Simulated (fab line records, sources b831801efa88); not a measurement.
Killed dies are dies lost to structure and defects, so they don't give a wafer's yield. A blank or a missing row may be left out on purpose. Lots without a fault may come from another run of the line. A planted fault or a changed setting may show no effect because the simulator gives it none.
fab line records | flow sky130
record lots=6 wafers=16 last_day=49
route steps=708 shown VT_ADJUST_LVTN@104 VT_ADJUST_NCORE@119 PAD_OPEN@708
lots that met no fault: from a run of the same line without faults
start_h: hours from the record's first day to the start of the lot's first wafer shown | wait_h: hours since the lot's step before | " the same as in the row above | L1.1+2: a row that stands for several wafers | - no value, or no start given | * or withheld: withheld | < > ~ a bound
route shown NAME@n: a module of which the file shows steps, and the number in the route of the first | usual: mean/standard deviation of fault-free wafers | same: alike in all rows | chamber/n: place in a boat | sites: the reading at each site | _std_site: their standard deviation | _edge_site: outer sites' mean less inner sites' | radius_mm: how far each site lies from the wafer's centre | mask NAME#n: copy n | behind: the tool/chamber that last shaped the wafer | hold: why the lot was held/for how many hours/how that ended | device: the transistor (n, p or np) that didn't switch | end of line: the same wafers' tests at the end of the route | a step without rows: its recipe alone | killed: dies lost to structure and defects at the first sort, not the wafer's yield | map: a wafer's dies, x killed, . not, _ none there
set.NAME: the setting as run; set.NAME@STEP: as run at that earlier step | model.NAME: the simulator's own value behind a step, which no gauge read
lots at some steps of the route; a table a step, a row a wafer
services: from which hour (start_h, from the record's first day; less than 0 if before it) a tool's chamber was out of use, for how many hours, and why
## steps
# step SKY_VT_ADJUST_LVTN_OVL_MEAS_07
# usual VT_ADJUST_LVTN_OVL=-0.1/1.4
# columns lot.wafer tool chamber start_h wait_h VT_ADJUST_LVTN_OVL[nm]
L392.1 overlay-01 - 137.19 - 0.2
L392.3 " - " " -0.9
L392.6 " - " " -2.5
L394.1 overlay-02 - 151.32 - -0.4
L394.2 " - " " -0.3
L394.5 " - " " 2.5
L398.1 overlay-01 - 180.86 - 0.0
L398.5 " - " " -0.8
L398.6 " - " " 3.6
L402.3 overlay-02 - 205.48 - 1.2
L402.4 " - " " 2.3
L402.5 " - " " -1.0
L410.1 overlay-02 - 258.11 - -0.4
L410.4 " - " " -0.6
L412.3 overlay-01 - 273.70 - 1.8
L412.4 " - " " 0.2
# step SKY_VT_ADJUST_LVTN_IMPLANT_08
# recipe species=B energy_kev=30 dose_cm2=1.57e+12 tilt_deg=withheld
# step SKY_VT_ADJUST_LVTN_STRIP_09
# recipe chemistry=O2/N2 power_w=1400 pressure_mtorr=1500 platen_temp_c=withheld o2_flow_sccm=3000 n2_flow_sccm=300 overash_fraction=0.5
# usual drypump_motor_current_A=5.6/0.42 oes_product_au=0.722/0.0051 strip_time_to_endpoint_s=36.92/0.11
# columns lot.wafer tool chamber start_h wait_h drypump_motor_current_A oes_product_au rf_hours_counter_h strip_time_to_endpoint_s
L392.1 plasma_asher-03 0 137.37 0.1 6.1 0.725 2 36.79
L392.3 " 1 " " 5.4 0.726 - 36.80
L392.6 " 0 " " 6.1 0.724 - 36.87
L394.1 plasma_asher-01 1 151.50 0.1 6.0 0.727 47 36.92
L394.2 " 0 " " 5.2 0.725 47 36.96
L394.5 " 1 " " 6.0 0.725 - 36.88
L398.1 plasma_asher-01 1 181.04 0.1 6.1 0.723 50 36.85
L398.5 " 0 " " 5.2 0.724 - 36.85
L398.6 " 1 " " 6.1 0.723 - 36.78
L402.3 plasma_asher-01 0 205.68 0.1 5.2 0.726 - 36.89
L402.4 " 1 " " 6.1 0.722 - 36.84
L402.5 " 0 " " 5.2 0.721 - 36.89
L410.1 plasma_asher-01 1 258.29 0.1 6.0 0.714 59 36.79
L410.4 " 0 " " 5.2 0.731 - 36.84
L412.3 plasma_asher-01 1 273.91 0.1 6.0 0.721 - 37.03
L412.4 " 0 " " 5.2 0.720 - 37.01
# step SKY_VT_ADJUST_LVTN_TW_MEAS_10
# usual VT_ADJUST_LVTN_TW=242.4/1.1
# columns lot.wafer tool chamber start_h wait_h VT_ADJUST_LVTN_TW
L392.1 film_metro-01 - 137.47 0.1 243.0
L392.3 " - " " 242.4
L392.6 " - " " 242.8
L394.1 film_metro-01 - 151.60 0.1 241.3
L394.2 " - " " 241.2
L394.5 " - " " 241.6
L398.1 film_metro-02 - 181.14 0.1 242.0
L398.5 " - " " 242.2
L398.6 " - " " 243.6
L402.3 film_metro-03 - 205.77 0.1 241.1
L402.4 " - " " 240.6
L402.5 " - " " 240.9
L410.1 film_metro-02 - 258.39 0.1 244.5
L410.4 " - " " 242.3
L412.3 film_metro-03 - 273.99 0.1 241.5
L412.4 " - " " 241.0
# step SKY_VT_ADJUST_LVTN_DEHYDRATE_11
# recipe temp_c=200 time_s=60
# step SKY_VT_ADJUST_LVTN_HMDS_12
# recipe prime_time_s=60 prime_temp_c=120
# step SKY_VT_ADJUST_LVTN_COAT_13
# recipe resist=NOVOLAK spin_rpm=3000 resist_thk_nm=1140
# step SKY_VT_ADJUST_LVTN_SOFTBAKE_14
# recipe temp_c=90 time_s=60 resist=NOVOLAK
# step SKY_VT_ADJUST_LVTN_EXPOSE_15
# recipe mask_id=HVN_STD_DERIVED na=0.6 source_shape=conventional sigma_outer=0.6 polarization=unpolarized target_cd_nm=600 dose_mj=163
# step SKY_VT_ADJUST_LVTN_PEB_16
# recipe temp_c=withheld time_s=* resist=NOVOLAK
# step SKY_VT_ADJUST_LVTN_DEVELOP_17
# recipe resist=NOVOLAK developer=TMAH develop_time_s=60 dev_temp_c=23
# step SKY_VT_ADJUST_LVTN_OVL_MEAS_18
# usual VT_ADJUST_LVTN_01_OVL=-0.5/1.3
# columns lot.wafer tool chamber start_h wait_h VT_ADJUST_LVTN_01_OVL[nm]
L392.1 overlay-02 - 156.49 0.1 -3.5
L392.3 " - " " -1.9
L392.6 " - " " -4.0
L394.1 overlay-02 - 171.42 0.1 2.6
L394.2 " - " " -0.5
L394.5 " - " " 0.1
L398.1 overlay-02 - 202.26 0.1 -1.8
L398.5 " - " " -1.3
L398.6 " - " " -0.8
L402.3 overlay-02 - 228.42 0.1 1.8
L402.4 " - " " 0.6
L402.5 " - " " -1.0
L410.1 overlay-02 - 282.19 0.1 -1.2
L410.4 " - " " 0.0
L412.3 overlay-01 - 299.28 0.1 -0.1
L412.4 " - " " 0.0
# step SKY_VT_ADJUST_LVTN_IMPLANT_19
# recipe species=B energy_kev=30 dose_cm2=6.5e+11 tilt_deg=withheld
# usual beam_on_s=10.00/0.19 faraday_current_uA=3.66/0.07
# columns lot.wafer tool chamber start_h wait_h beam_on_s faraday_current_uA
L392.1 implanter-04 0 156.52 0.0 10.25 3.56
L392.3 " 0 " " 9.67 3.78
L392.6 " 0 " " 10.37 3.52
L394.1 implanter-02 0 171.45 0.0 9.99 3.68
L394.2 " 0 " " 9.86 3.72
L394.5 " 0 " " 9.86 3.70
L398.1 implanter-04 0 202.29 0.0 10.32 3.55
L398.5 " 0 " " 10.07 3.65
L398.6 " 0 " " 10.05 3.65
L402.3 implanter-03 0 228.49 0.1 9.74 3.75
L402.4 " 0 " " 9.94 3.68
L402.5 " 0 " " 10.30 3.55
L410.1 implanter-03 0 282.22 0.0 12.79 2.86
L410.4 " 0 " " 12.51 2.92
L412.3 implanter-03 0 299.35 0.1 9.95 3.69
L412.4 " 0 " " 12.79 2.88
# step SKY_VT_ADJUST_LVTN_STRIP_20
# recipe chemistry=O2/N2 power_w=1400 pressure_mtorr=1500 platen_temp_c=withheld o2_flow_sccm=3000 n2_flow_sccm=300 overash_fraction=0.5
# usual drypump_motor_current_A=5.6/0.42 oes_product_au=0.715/0.0047 strip_time_to_endpoint_s=14.17/0.042
# columns lot.wafer tool chamber start_h wait_h drypump_motor_current_A oes_product_au rf_hours_counter_h strip_time_to_endpoint_s
L392.1 plasma_asher-04 1 156.67 0.1 5.0 0.712 48 14.18
L392.3 " 0 " " 5.6 0.710 - 14.09
L392.6 " 1 " " 4.9 0.721 - 14.16
L394.1 plasma_asher-04 1 171.60 0.1 5.0 0.711 50 14.16
L394.2 " 0 " " 5.6 0.717 50 14.16
L394.5 " 0 " " 5.6 0.714 - 14.18
L398.1 plasma_asher-01 0 202.44 0.1 5.2 0.717 53 14.17
L398.5 " 0 " " 5.2 0.718 - 14.17
L398.6 " 1 " " 6.0 0.721 - 14.19
L402.3 plasma_asher-01 1 228.63 0.1 6.0 0.708 - 14.16
L402.4 " 0 " " 5.2 0.711 - 14.10
L402.5 " 0 " " 5.2 0.714 - 14.13
L410.1 plasma_asher-03 1 282.37 0.1 5.4 0.706 18 14.18
L410.4 " 0 " " 6.1 0.708 - 14.22
L412.3 plasma_asher-03 0 299.48 0.1 6.1 0.712 - 14.16
L412.4 " 1 " " 5.4 0.719 - 14.23
# step SKY_VT_ADJUST_LVTN_TW_MEAS_21
# usual VT_ADJUST_LVTN_2_TW=189.2/1
# columns lot.wafer tool chamber start_h wait_h VT_ADJUST_LVTN_2_TW
L392.1 film_metro-01 - 156.77 0.1 188.0
L392.3 " - " " 188.8
L392.6 " - " " 188.4
L394.1 film_metro-01 - 171.70 0.1 187.7
L394.2 " - " " 188.5
L394.5 " - " " 187.5
L398.1 film_metro-01 - 202.60 0.1 190.1
L398.5 " - " " 189.5
L398.6 " - " " 189.2
L402.3 film_metro-03 - 228.71 0.1 189.5
L402.4 " - " " 189.0
L402.5 " - " " 188.6
L410.1 film_metro-01 - 282.47 0.1 202.2
L410.4 " - " " 203.0
L412.3 film_metro-02 - 299.57 0.1 190.0
L412.4 " - " " 204.7
# step SKY_VT_ADJUST_NCORE_DEHYDRATE_00
# recipe temp_c=200 time_s=60
# step SKY_PAD_OPEN_PROBE_99
# usual killed_at_M0_to_M3=42/7.7 killed_at_M4_up=3.1/1.9 killed_at_contacts=24/4.9 killed_at_front_end=15/4.6 killed_at_other=0.3/0.51 killed_dies=85/9.9 killed_open=47/7.1 killed_short=38/6.7
# same gross_dies=492 killed_at_back_side=0
# columns lot.wafer tool chamber start_h wait_h killed_at_M0_to_M3 killed_at_M4_up killed_at_contacts killed_at_front_end killed_at_other killed_dies killed_open killed_short model.etest.res_pwell_under_gate.rs_ohm_sq model.etest.nfet_g5v0d10v5.body_rise_v model.etest.nfet_16v.body_rise_v model.etest.nfet_g5v0d10v5.vt_sat_v model.etest.nfet_g5v0d10v5.vt_v model.etest.nfet_16v.vt_v model.etest.nfet_g5v0d10v5.vt_long_v
L392.1 prober-02 - 1071.67 0.1 42 3 27 12 0 84 47 37 2288 0.6643 0.6593 0.7532 0.8106 0.7537 0.7979
L392.3 prober-02 - 1071.77 0.2 52 5 17 14 1 89 48 41 2285 0.6683 0.6627 0.7655 0.8214 0.7574 0.8034
L392.6 prober-02 - 1071.92 0.2 38 6 31 13 0 88 51 37 2287 0.6602 0.6528 0.7458 0.7999 0.7463 0.7918
L394.1 prober-01 - 1090.86 0.1 37 6 26 10 0 79 35 44 2250 0.6825 0.6756 0.7622 0.8218 0.7725 0.8175
L394.2 prober-01 - 1090.91 0.1 45 5 19 17 0 86 48 38 2284 0.6886 0.6802 0.7721 0.8299 0.7767 0.8224
L394.5 prober-01 - 1091.06 0.2 43 4 28 9 0 84 48 36 2270 0.684 0.6766 0.7701 0.8284 0.7753 0.8187
L398.1 prober-01 - 1117.23 0.1 39 4 30 8 0 81 45 36 2279 0.6804 0.6712 0.7756 0.8306 0.7765 0.8202
L398.5 prober-01 - 1117.43 0.2 31 2 30 14 0 77 45 32 2263 0.6818 0.673 0.7735 0.8284 0.7675 0.8147
L398.6 prober-01 - 1117.48 0.2 34 8 24 9 1 76 50 26 2273 0.6826 0.6729 0.7604 0.8171 0.7585 0.8061
L402.3 prober-01 - 1137.03 0.2 34 1 23 10 0 68 39 29 2272 0.6822 0.6741 0.7732 0.8262 0.7688 0.8126
L402.4 prober-01 - 1137.08 0.2 46 1 26 15 0 88 47 41 2280 0.6789 0.6724 0.7703 0.8266 0.7699 0.8137
L402.5 prober-01 - 1137.13 0.2 45 2 27 8 0 82 43 39 2265 0.681 0.6731 0.7698 0.8285 0.7707 0.8158
L410.1 prober-01 - 1175.06 0.1 52 2 18 14 0 86 51 35 2246 0.6913 0.6838 0.7808 0.8353 0.773 0.8181
L410.4 prober-01 - 1175.21 0.2 36 3 18 10 0 67 39 28 2262 0.7035 0.6954 0.794 0.847 0.7903 0.838
L412.3 prober-01 - 1185.91 0.2 32 6 22 13 1 74 36 37 2294 0.6794 0.6689 0.7693 0.8322 0.7785 0.8219
L412.4 prober-01 - 1185.96 0.2 30 2 25 14 0 71 32 39 2243 0.7059 0.6986 0.7907 0.8504 0.7999 0.8447
# killed by level:class
L392.1 VIA1:geometric_particle:open=9 LI_CONTACT:geometric_particle:open=9 CONTACT:geometric_particle:open=8 METAL1:geometric_particle:short=8 VIA3:geometric_particle:open=7 LI_CONTACT:geometric_particle:short=5 VIA1:geometric_particle:short=5 VIA2:geometric_particle:open=5
L392.3 VIA1:geometric_particle:open=14 METAL1:geometric_particle:short=8 FIELD_ISO:geometric_particle:open=7 CONTACT:geometric_particle:open=7 METAL2:geometric_particle:short=7 VIA2:geometric_particle:open=5 VIA1:geometric_particle:short=4 LI_CONTACT:geometric_particle:open=4
L392.6 LI_CONTACT:geometric_particle:open=10 VIA1:geometric_particle:open=9 CONTACT:geometric_particle:open=7 VIA3:geometric_particle:open=7 FIELD_ISO:geometric_particle:open=6 CONTACT:geometric_particle:short=6 LI_CONTACT:geometric_particle:short=5 METAL2:geometric_particle:short=5
L394.1 CONTACT:geometric_particle:open=12 VIA1:geometric_particle:open=7 METAL4:geometric_particle:short=6 LOCAL_INTERCONNECT:geometric_particle:short=5 CONTACT:geometric_particle:short=5 METAL1:geometric_particle:short=5 METAL2:geometric_particle:short=5 FIELD_ISO:geometric_particle:short=4
L394.2 CONTACT:geometric_particle:open=11 METAL1:geometric_particle:short=9 FIELD_ISO:geometric_particle:open=8 METAL2:geometric_particle:short=8 VIA2:geometric_particle:open=6 VIA3:geometric_particle:open=6 VIA1:geometric_particle:open=5 FIELD_ISO:geometric_particle:short=4
L394.5 VIA1:geometric_particle:open=12 CONTACT:geometric_particle:open=7 CONTACT:geometric_particle:short=7 VIA3:geometric_particle:open=7 LOCAL_INTERCONNECT:geometric_particle:short=6 LI_CONTACT:geometric_particle:open=5 METAL1:geometric_particle:short=5 VIA2:geometric_particle:short=4
L398.1 LI_CONTACT:geometric_particle:open=11 VIA1:geometric_particle:open=10 VIA3:geometric_particle:open=9 VIA1:geometric_particle:short=7 CONTACT:geometric_particle:open=7 LI_CONTACT:geometric_particle:short=5 LOCAL_INTERCONNECT:geometric_particle:short=4 METAL1:geometric_particle:short=3
L398.5 LI_CONTACT:geometric_particle:open=15 CONTACT:geometric_particle:open=7 VIA1:geometric_particle:open=6 VIA1:geometric_particle:short=5 FIELD_ISO:geometric_particle:open=4 FIELD_ISO:geometric_particle:short=4 CONTACT:geometric_particle:short=4 METAL2:geometric_particle:short=4
L398.6 VIA1:geometric_particle:open=11 CONTACT:geometric_particle:open=10 LI_CONTACT:geometric_particle:open=9 VIA3:geometric_particle:open=6 VIA2:geometric_particle:open=6 METAL4:geometric_particle:short=4 METAL1:geometric_particle:short=4 FIELD_ISO:geometric_particle:short=3
L402.3 CONTACT:geometric_particle:open=8 VIA2:geometric_particle:open=8 CONTACT:geometric_particle:short=6 VIA3:geometric_particle:short=6 VIA3:geometric_particle:open=5 LI_CONTACT:geometric_particle:open=4 FIELD_ISO:geometric_particle:open=3 LOCAL_INTERCONNECT:geometric_particle:short=3
L402.4 VIA1:geometric_particle:open=9 VIA2:geometric_particle:open=9 CONTACT:geometric_particle:short=7 CONTACT:geometric_particle:open=7 POLY_GATE:geometric_particle:open=5 METAL1:geometric_particle:short=5 VIA2:geometric_particle:short=5 VIA3:geometric_particle:open=5
L402.5 VIA1:geometric_particle:open=13 LI_CONTACT:geometric_particle:open=8 CONTACT:geometric_particle:open=8 METAL2:geometric_particle:short=6 LI_CONTACT:geometric_particle:short=5 CONTACT:geometric_particle:short=5 METAL1:geometric_particle:short=5 VIA2:geometric_particle:open=5
L410.1 VIA1:geometric_particle:open=14 VIA3:geometric_particle:open=7 LI_CONTACT:geometric_particle:open=7 VIA1:geometric_particle:short=6 CONTACT:geometric_particle:open=6 METAL2:geometric_particle:short=6 VIA2:geometric_particle:open=6 FIELD_ISO:geometric_particle:open=5
L410.4 CONTACT:geometric_particle:open=11 VIA1:geometric_particle:open=10 VIA3:geometric_particle:open=6 METAL2:geometric_particle:short=5 METAL1:geometric_particle:short=4 FIELD_ISO:geometric_particle:short=3 POLY_GATE:geometric_particle:open=3 METAL4:geometric_particle:short=3
L412.3 CONTACT:geometric_particle:open=17 METAL3:geometric_particle:short=7 VIA1:geometric_particle:short=5 VIA1:geometric_particle:open=4 METAL2:geometric_particle:short=4 METAL4:geometric_particle:short=4 FIELD_ISO:geometric_particle:short=3 VIA2:geometric_particle:open=3
L412.4 CONTACT:geometric_particle:short=10 VIA1:geometric_particle:open=8 CONTACT:geometric_particle:open=6 VIA1:geometric_particle:short=5 LI_CONTACT:geometric_particle:short=4 METAL2:geometric_particle:short=4 VIA2:geometric_particle:open=4 POLY_GATE:geometric_particle:short=3
## services
# columns tool chamber start_h hours kind
plasma_asher-03 0 117.75 - clean
plasma_asher-03 1 117.75 - clean
plasma_asher-03 - 139.75 6.9 repair
implanter-04 - 154.30 2.0 repair
implanter-02 - 177.17 4.6 repair
implanter-03 - 184.24 5.0 pm
plasma_asher-04 - 199.78 0.7 repair
plasma_asher-04 - 208.36 54.3 repair
plasma_asher-01 - 212.83 1.9 repair
implanter-04 - 226.18 6.8 repair
plasma_asher-01 - 247.36 3.7 repair
implanter-04 - 255.73 9.3 repair
plasma_asher-01 - 295.00 0.5 repair
## key
first_sign step=SKY_VT_ADJUST_LVTN_IMPLANT_19 reading=beam_on_s direction=up sigmas=14 usual=10.00 struck=12.70
effect step=SKY_VT_ADJUST_LVTN_IMPLANT_19 reading=faraday_current_uA direction=down sigmas=11 usual=3.66 struck=2.89
effect step=SKY_VT_ADJUST_LVTN_TW_MEAS_21 reading=VT_ADJUST_LVTN_2_TW direction=up sigmas=14 usual=189.2 struck=203.3
model_effect step=SKY_PAD_OPEN_PROBE_99 value=etest.res_pwell_under_gate.rs_ohm_sq without=2284 struck=2250
met_at SKY_VT_ADJUST_LVTN_IMPLANT_19
struck_wafers L410.1,L410.4,L412.4
tester_left_out L410,L412
onset_between 228.49 282.22
fault kind=process_parameter_drift tool=implanter-03 chamber=- onset_h=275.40 steps=SKY_VT_ADJUST_LVTN_IMPLANT_19 channel=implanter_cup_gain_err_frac offset=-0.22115 shape=step end_h=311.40 scope=struck_wafers_only
# tester_left_out: of these lots the tester's yield and bins aren't shown, on N5 and GAA mostly nor the transistor test; their killed dies are dies lost to structure and defects alone, not to doping, threshold or leakage, so they don't give the yield
